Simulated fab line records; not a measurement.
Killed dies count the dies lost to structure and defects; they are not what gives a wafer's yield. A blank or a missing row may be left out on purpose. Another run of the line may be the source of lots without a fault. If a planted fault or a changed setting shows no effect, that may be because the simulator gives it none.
fab line records    flow gf180mcu
record: lots: 5  wafers: 15  lastDay: 34
route steps=602 shown V3@444 M4@456
lots that met no fault: from a run of the same line without faults
startH: start of the lot's first displayed wafer, in hours after the record's first day    waitH: hours since the lot's step before    " same as the row above    L1.1+2: a row that stands for several wafers    - no value, or no start given    * or withheld: withheld    < > ~ a bound
route shown NAME@n: NAME is a module with steps in the file, n the number in the route of the first one    usual: mean/standard deviation taken from wafers without a fault    same: alike in all rows    chamber/n: place in a boat    sites: readings site by site    _std_site: how widely they spread, as a standard deviation    _edge_site: inner sites' mean taken away from outer sites' mean    radiusMm: how far each site lies from the wafer's centre    mask NAME#n: copy n    behind: tool/chamber where the wafer was last shaped    hold: cause of the lot's hold/its duration in hours/its outcome    device: whichever transistor did not switch (one of n, p or np)    end of line: the route-end tests of the same wafers    a step given without rows: its recipe and nothing more    killed: dies that structure and defects cost at the first sort, which is not the same as the wafer's yield    map: the dies of a wafer, with x for killed, . for not killed, _ for no die there
set.NAME: the setting that was run; set.NAME@STEP: the one run at that earlier step    model.NAME: the simulator's own value behind a step, which no gauge read
certain route steps with their lots: each step a table, each wafer a row
services: when a tool's chamber went out of use (startH, in hours from the record's first day, below 0 if earlier), for how many hours, and the reason
== steps ==
step: GF_V3_OVL_MEAS_15
usual: V3_OVL: 2/5
lot.wafer  tool        chamber  startH  waitH  V3_OVL[nm]
L076.2     overlay-02  -        530.59  0.1    -2
L076.4     "           -        "       "      -2
L076.5     "           -        "       "      5
L079.2     overlay-01  -        564.47  0.1    1
L079.3     "           -        "       "      14
L079.4     "           -        "       "      7
L092.3     overlay-02  -        656.63  0.1    3
L092.4     "           -        "       "      3
L092.6     "           -        "       "      7
L094.2     overlay-02  -        672.42  0.1    4
L094.5     "           -        "       "      6
L094.6     "           -        "       "      5
L096.2     overlay-02  -        683.37  0.1    6
L096.5     "           -        "       "      -3
L096.6     "           -        "       "      1
step: GF_V3_ETCH_16
recipe: chemistry: N2/H2  targetDepthA: withheld  overetchA: withheld  timeS: withheld  target: BARC  ionEnergyEv: 193.5  sourceW: 500  biasW: 100  pressureMtorr: 30  n2FlowSccm: 100  h2FlowSccm: 200
usual: drypumpMotorCurrentA: 5.8/0.34  oesProductAu: 0.856/0.0048  throttleValvePct: 13.225/0.0097
lot.wafer  tool        chamber  startH  waitH  drypumpMotorCurrentA  oesProductAu  throttleValvePct
L076.2     rieDiel-03  2        530.62  0.0    6.4                   0.859         13.220
L076.4     "           2        "       "      6.4                   0.863         13.235
L076.5     "           3        "       "      5.6                   0.861         13.246
L079.2     rieDiel-04  2        564.50  0.0    5.8                   0.860         13.216
L079.3     "           0        "       "      5.2                   0.847         13.220
L079.4     "           1        "       "      5.7                   0.865         13.217
L092.3     rieDiel-01  2        656.65  0.0    6.0                   0.852         13.232
L092.4     "           1        "       "      5.3                   0.857         13.232
L092.6     "           0        "       "      5.7                   0.846         13.220
L094.2     rieDiel-03  3        672.45  0.0    5.6                   0.856         13.221
L094.5     "           3        "       "      5.6                   0.867         13.229
L094.6     "           0        "       "      6.2                   0.860         13.211
L096.2     rieDiel-04  1        683.40  0.0    5.7                   0.863         13.229
L096.5     "           2        "       "      5.9                   0.856         13.221
L096.6     "           3        "       "      5.7                   0.856         13.198
step: GF_V3_ETCH_17
recipe: chemistry: C4F8/O2/Ar  maskMaterial: KrF  target: SiO2  stopOn: TiN  sourceW: 1500  biasW: 1200  pressureMtorr: 40  c4f8FlowSccm: withheld  O2_flow_sccm: 6  Ar_flow_sccm: 300  timeS: withheld  targetDepthA: 6350
usual: oesProductAu: 0.856/0.0043
lot.wafer  tool        chamber  startH  waitH  oesProductAu
L076.2     rieDiel-03  2        -       -      0.851
L076.4     "           2        "       "      0.855
L076.5     "           3        "       "      0.859
L079.2     rieDiel-04  2        -       -      0.855
L079.3     "           0        "       "      0.861
L079.4     "           1        "       "      0.854
L092.3     rieDiel-01  2        -       -      0.861
L092.4     "           1        "       "      0.861
L092.6     "           0        "       "      0.866
L094.2     rieDiel-03  3        -       -      0.855
L094.5     "           3        "       "      0.847
L094.6     "           0        "       "      0.856
L096.2     rieDiel-04  1        -       -      0.855
L096.5     "           2        "       "      0.849
L096.6     "           3        "       "      0.862
step: GF_V3_STRIP_18
recipe: chemistry: O2/N2  powerW: 1400  pressureMtorr: 1500  platenTempC: 250  o2FlowSccm: 3000  n2FlowSccm: 300  overashFraction: 0.5
usual: drypumpMotorCurrentA: 5.8/0.32  heaterPowerW: 295/28  oesProductAu: 0.594/0.0048
lot.wafer  tool            chamber  startH  waitH  drypumpMotorCurrentA  heaterPowerW  oesProductAu  rfHoursCounterH
L076.2     plasmaAsher-03  1        530.75  -      6.1                   321           0.601         91
L076.4     "               1        "       "      6.1                   327           0.601         -
L076.5     "               1        "       "      6.1                   319           0.584         -
L079.2     plasmaAsher-03  0        564.63  -      5.8                   259           0.595         95
L079.3     "               0        "       "      5.7                   258           0.592         -
L079.4     "               1        "       "      6.1                   325           0.591         -
L092.3     plasmaAsher-03  1        656.82  -      6.1                   324           0.596         -
L092.4     "               0        "       "      5.7                   257           0.592         -
L092.6     "               0        "       "      5.8                   256           0.593         -
L094.2     plasmaAsher-02  0        672.58  -      6.0                   273           0.596         55
L094.5     "               0        "       "      6.0                   275           0.591         -
L094.6     "               1        "       "      5.6                   300           0.589         -
L096.2     plasmaAsher-04  1        683.53  -      5.0                   335           0.590         26
L096.5     "               0        "       "      6.3                   331           0.603         -
L096.6     "               1        "       "      5.0                   332           0.596         -
step: GF_V3_STRIP_19
recipe: chemistry: postEtchResidueRemover  timeS: 1200  tempC: 72.5
usual: bathHeatDutyPct: 14.2/1.8
lot.wafer  tool         chamber  startH  waitH  bathHeatDutyPct
L076.2     wetBench-04  1        530.85  0.1    13.0
L076.4     "            1        "       "      11.9
L076.5     "            1        "       "      12.4
L079.2     wetBench-04  0        564.73  0.1    16.8
L079.3     "            0        "       "      16.3
L079.4     "            0        "       "      17.1
L092.3     wetBench-03  0        656.88  0.0    11.4
L092.4     "            0        "       "      12.0
L092.6     "            0        "       "      12.6
L094.2     wetBench-04  2        672.68  0.1    15.6
L094.5     "            2        "       "      14.3
L094.6     "            2        "       "      17.1
L096.2     wetBench-04  0        683.63  0.1    16.7
L096.5     "            0        "       "      17.5
L096.6     "            0        "       "      15.2
step: GF_V3_CLEAN_20
recipe: chemistry: DIW  dry: n2Spin
lot.wafer   tool         chamber  startH  waitH
L076.2+4+5  wetBench-03  3        531.26  0.0
L079.2+3+4  wetBench-02  2        565.07  0.0
L092.3+4+6  wetBench-04  3        657.22  0.0
L094.2+5+6  wetBench-03  1        673.02  0.0
L096.2+5+6  wetBench-02  3        684.00  0.0
step: GF_V3_SPUTTER_21
recipe: material: Ti  targetThkNm: 15  chamberPressurePa: 5  powerW: 2500  substrateTempC: 200  timeS: 80.02
usual: throttleValvePct: 30.2/1.2
lot.wafer  tool           chamber  startH  waitH  throttleValvePct
L076.2     pvdSputter-04  -        531.36  0.0    27.2
L076.4     "              -        "       "      30.6
L076.5     "              -        "       "      27.3
L079.2     pvdSputter-02  -        565.16  0.0    32.1
L079.3     "              -        "       "      29.9
L079.4     "              -        "       "      30.2
L092.3     pvdSputter-01  -        657.32  0.0    30.1
L092.4     "              -        "       "      29.1
L092.6     "              -        "       "      29.0
L094.2     pvdSputter-04  -        673.12  0.0    30.5
L094.5     "              -        "       "      30.7
L094.6     "              -        "       "      27.4
L096.2     pvdSputter-01  -        684.09  0.0    29.3
L096.5     "              -        "       "      30.0
L096.6     "              -        "       "      28.3
step: GF_V3_SPUTTER_22
recipe: material: TiN  targetThkNm: 10  chamberPressurePa: 5  powerW: 4000  timeS: 40
usual: throttleValvePct: 30.2/1.2
lot.wafer  tool           chamber  startH  waitH  throttleValvePct
L076.2     pvdSputter-04  -        531.42  0.0    27.4
L076.4     "              -        "       "      30.6
L076.5     "              -        "       "      27.0
L079.2     pvdSputter-02  -        565.22  0.0    31.9
L079.3     "              -        "       "      30.0
L079.4     "              -        "       "      30.2
L092.3     pvdSputter-01  -        657.38  0.0    30.0
L092.4     "              -        "       "      29.3
L092.6     "              -        "       "      29.0
L094.2     pvdSputter-04  -        673.18  0.0    30.6
L094.5     "              -        "       "      30.9
L094.6     "              -        "       "      27.4
L096.2     pvdSputter-01  -        684.15  0.0    29.2
L096.5     "              -        "       "      30.0
L096.6     "              -        "       "      28.0
step: GF_V3_CVD_23
recipe: material: W  targetThkNm: 350  timeS: 104.9  tempC: 400  pressureTorr: 40
usual: heaterPowerW: 826/81
lot.wafer  tool     chamber  startH  waitH  heaterPowerW
L076.2     cvdW-02  1        531.46  0.0    722
L076.4     "        1        "       "      711
L076.5     "        0        "       "      956
L079.2     cvdW-02  1        565.26  0.0    698
L079.3     "        0        "       "      949
L079.4     "        1        "       "      712
L092.3     cvdW-02  1        657.45  0.1    721
L092.4     "        0        "       "      970
L092.6     "        0        "       "      951
L094.2     cvdW-02  0        673.22  0.0    944
L094.5     "        0        "       "      963
L094.6     "        1        "       "      731
L096.2     cvdW-02  0        684.19  0.0    982
L096.5     "        1        "       "      734
L096.6     "        0        "       "      956
step: GF_V3_RS_MEAS_24
recipe: thkMeasGauge: four-point-probe  reads: W_of_V3_CVD_23+TiN_of_V3_SPUTTER_22+Ti_of_V3_SPUTTER_21
usual: V3_W_RS: 0.327/0.0038
lot.wafer  tool          chamber  startH  waitH  V3_W_RS[ohm/sq]
L076.2     filmMetro-01  -        531.59  0.1    0.326
L076.4     "             -        "       "      0.331
L076.5     "             -        "       "      0.325
L079.2     filmMetro-01  -        565.39  0.1    0.325
L079.3     "             -        "       "      0.325
L079.4     "             -        "       "      0.325
L092.3     filmMetro-03  -        657.57  0.1    0.326
L092.4     "             -        "       "      0.323
L092.6     "             -        "       "      0.328
L094.2     filmMetro-04  -        673.35  0.1    0.326
L094.5     "             -        "       "      0.327
L094.6     "             -        "       "      0.320
L096.2     filmMetro-04  -        684.32  0.1    0.330
L096.5     "             -        "       "      0.324
L096.6     "             -        "       "      0.329
step: GF_V3_THK_MEAS_25
recipe: thkMeasGauge: xrf  reads: W_of_V3_CVD_23
usual: V3_W_THK: 334/4.3
lot.wafer  tool          chamber  startH  waitH  V3_W_THK[nm]
L076.2     filmMetro-01  -        531.70  0.1    337
L076.4     "             -        "       "      332
L076.5     "             -        "       "      337
L079.2     filmMetro-01  -        565.50  0.1    338
L079.3     "             -        "       "      337
L079.4     "             -        "       "      339
L092.3     filmMetro-03  -        657.67  0.1    336
L092.4     "             -        "       "      339
L092.6     "             -        "       "      335
L094.2     filmMetro-04  -        673.46  0.1    332
L094.5     "             -        "       "      329
L094.6     "             -        "       "      337
L096.2     filmMetro-04  -        684.43  0.1    329
L096.5     "             -        "       "      335
L096.6     "             -        "       "      328
step: GF_V3_CMP_26
recipe: stopOn: SiO2  downForcePsi: 3.5  platenRpm: 60  tOverpolishS: 15  targetThkNm: 0  padVelocityMS: 0.94248
usual: motorCurrentA: 10.6/0.81  overpolishRunS: 15.000/0.009  platenRpm: 60.01/0.042  timeToEndpointS: 85/3.2
lot.wafer  tool    chamber  startH  waitH  motorCurrentA  overpolishRunS  platenRpm  timeToEndpointS
L076.2     cmp-02  1        531.75  0.0    10.3           15.010          60.01      83
L076.4     "       3        "       "      10.3           15.009          60.03      75
L076.5     "       2        "       "      11.4           15.004          59.92      85
L079.4     cmp-02  2        565.60  0.1    10.5           15.000          59.98      90
L079.3     "       3        "       "      10.8           15.002          60.07      81
L079.2     "       0        "       "      11.0           14.984          60.00      84
L092.4     cmp-02  0        657.76  0.1    10.1           15.001          60.01      84
L092.3     "       2        "       "      10.3           14.993          59.99      85
L092.6     "       3        "       "      10.4           14.998          60.01      81
L094.2     cmp-02  1        673.51  0.0    10.0           15.015          60.05      87
L094.5     "       1        "       "      10.0           14.992          60.03      85
L094.6     "       2        "       "      11.1           15.011          59.98      93
L096.2     cmp-01  3        684.53  0.1    12.7           14.996          59.94      84
L096.6     "       2        "       "      9.8            15.000          60.01      86
L096.5     "       3        "       "      12.0           14.992          59.97      86
step: GF_M4_SPUTTER_00
recipe: material: Ti  targetThkNm: 37.5  arrivingIonEnergyEv: 80  substrateTempC: 200  chamberPressurePa: 2  powerW: 4000  timeS: 150
usual: throttleValvePct: 29.7/1.2
lot.wafer  tool           chamber  startH  waitH  throttleValvePct
L076.2     pvdSputter-01  -        532.05  0.2    28.3
L076.4     "              -        "       "      30.9
L076.5     "              -        "       "      29.8
L079.2     pvdSputter-04  -        565.85  0.1    27.2
L079.3     "              -        "       "      29.4
L079.4     "              -        "       "      30.7
L092.3     pvdSputter-04  -        658.01  0.1    30.6
L092.4     "              -        "       "      29.4
L092.6     "              -        "       "      30.5
L094.2     pvdSputter-01  -        673.81  0.2    31.1
L094.5     "              -        "       "      30.2
L094.6     "              -        "       "      29.1
L096.2     pvdSputter-03  -        684.78  0.2    30.7
L096.5     "              -        "       "      30.4
L096.6     "              -        "       "      30.6
step: GF_M4_SPUTTER_01
recipe: material: TiN  targetThkNm: 30  powerW: 6500  timeS: 25  chamberPressurePa: 0.4
usual: throttleValvePct: 29.7/1.2
lot.wafer  tool           chamber  startH  waitH  throttleValvePct
L076.2     pvdSputter-01  -        532.15  0.1    28.0
L076.4     "              -        "       "      30.9
L076.5     "              -        "       "      30.0
L079.2     pvdSputter-04  -        565.95  0.1    27.2
L079.3     "              -        "       "      29.5
L079.4     "              -        "       "      30.5
L092.3     pvdSputter-04  -        658.11  0.1    30.7
L092.4     "              -        "       "      29.7
L092.6     "              -        "       "      30.9
L094.2     pvdSputter-01  -        673.91  0.1    30.9
L094.5     "              -        "       "      29.9
L094.6     "              -        "       "      28.9
L096.2     pvdSputter-03  -        684.88  0.1    30.6
L096.5     "              -        "       "      30.4
L096.6     "              -        "       "      30.6
step: GF_M4_SPUTTER_02
recipe: material: AlCu  targetThkNm: 450  powerW: 10600  timeS: 23.9  chamberPressurePa: 0.4
usual: throttleValvePct: 29.7/1.2
lot.wafer  tool           chamber  startH  waitH  throttleValvePct
L076.2     pvdSputter-01  -        532.18  0.0    28.3
L076.4     "              -        "       "      31.0
L076.5     "              -        "       "      30.0
L079.2     pvdSputter-04  -        565.99  0.0    27.3
L079.3     "              -        "       "      29.6
L079.4     "              -        "       "      30.7
L092.3     pvdSputter-04  -        658.14  0.0    30.6
L092.4     "              -        "       "      29.1
L092.6     "              -        "       "      30.6
L094.2     pvdSputter-01  -        673.94  0.0    31.0
L094.5     "              -        "       "      29.9
L094.6     "              -        "       "      29.2
L096.2     pvdSputter-03  -        684.92  0.0    30.4
L096.5     "              -        "       "      30.1
L096.6     "              -        "       "      30.5
step: GF_M4_SPUTTER_03
recipe: material: Ti  targetThkNm: 10  substrateTempC: 300  chamberPressurePa: 0.3  powerW: 3000  timeS: 6.7
usual: throttleValvePct: 29.7/1.2
lot.wafer  tool           chamber  startH  waitH  throttleValvePct
L076.2     pvdSputter-01  -        532.21  0.0    28.2
L076.4     "              -        "       "      30.8
L076.5     "              -        "       "      30.0
L079.2     pvdSputter-04  -        566.02  0.0    27.1
L079.3     "              -        "       "      29.4
L079.4     "              -        "       "      30.9
L092.3     pvdSputter-04  -        658.17  0.0    31.1
L092.4     "              -        "       "      29.7
L092.6     "              -        "       "      30.6
L094.2     pvdSputter-01  -        673.97  0.0    30.6
L094.5     "              -        "       "      29.8
L094.6     "              -        "       "      29.1
L096.2     pvdSputter-03  -        684.95  0.0    30.5
L096.5     "              -        "       "      30.2
L096.6     "              -        "       "      30.8
step: GF_M4_SPUTTER_04
recipe: material: TiN  targetThkNm: 50  powerW: 6500  timeS: 40.29  chamberPressurePa: 0.4
usual: throttleValvePct: 29.7/1.2
lot.wafer  tool           chamber  startH  waitH  throttleValvePct
L076.2     pvdSputter-01  -        532.23  0.0    28.1
L076.4     "              -        "       "      30.8
L076.5     "              -        "       "      29.9
L079.2     pvdSputter-04  -        566.04  0.0    27.2
L079.3     "              -        "       "      29.5
L079.4     "              -        "       "      30.8
L092.3     pvdSputter-04  -        658.19  0.0    30.8
L092.4     "              -        "       "      29.3
L092.6     "              -        "       "      30.7
L094.2     pvdSputter-01  -        673.99  0.0    30.9
L094.5     "              -        "       "      30.0
L094.6     "              -        "       "      29.0
L096.2     pvdSputter-03  -        684.97  0.0    30.5
L096.5     "              -        "       "      30.3
L096.6     "              -        "       "      30.5
== services ==
tool            chamber  startH  hours  kind
cmp-02          -        511.62  6.3    repair
cvdW-02         -        512.70  6.0    pm
plasmaAsher-02  -        515.60  1.2    repair
rieDiel-04      2        516.65  9.3    repair
rieDiel-04      1        518.79  5.5    repair
cmp-02          -        519.16  0.4    repair
rieDiel-04      -        550.78  0.6    repair
rieDiel-01      0        561.56  8.8    repair
rieDiel-01      2        563.05  5.8    repair
pvdSputter-04   -        566.72  5.2    repair
rieDiel-04      -        569.40  1.0    repair
cmp-01          -        572.27  4.0    pm
wetBench-02     -        572.46  12.5   repair
cvdW-02         -        572.91  1.4    repair
pvdSputter-02   -        579.16  1.7    repair
pvdSputter-03   -        586.59  6.1    repair
rieDiel-04      3        587.40  4.9    repair
wetBench-04     -        599.14  1.2    repair
rieDiel-01      0        601.56  4.1    repair
rieDiel-01      2        604.35  9.4    repair
wetBench-02     -        644.08  1.2    repair
cmp-02          -        649.49  3.4    pm
rieDiel-03      2        655.48  8.5    repair
rieDiel-03      1        672.29  3.1    repair
== key ==
fault none
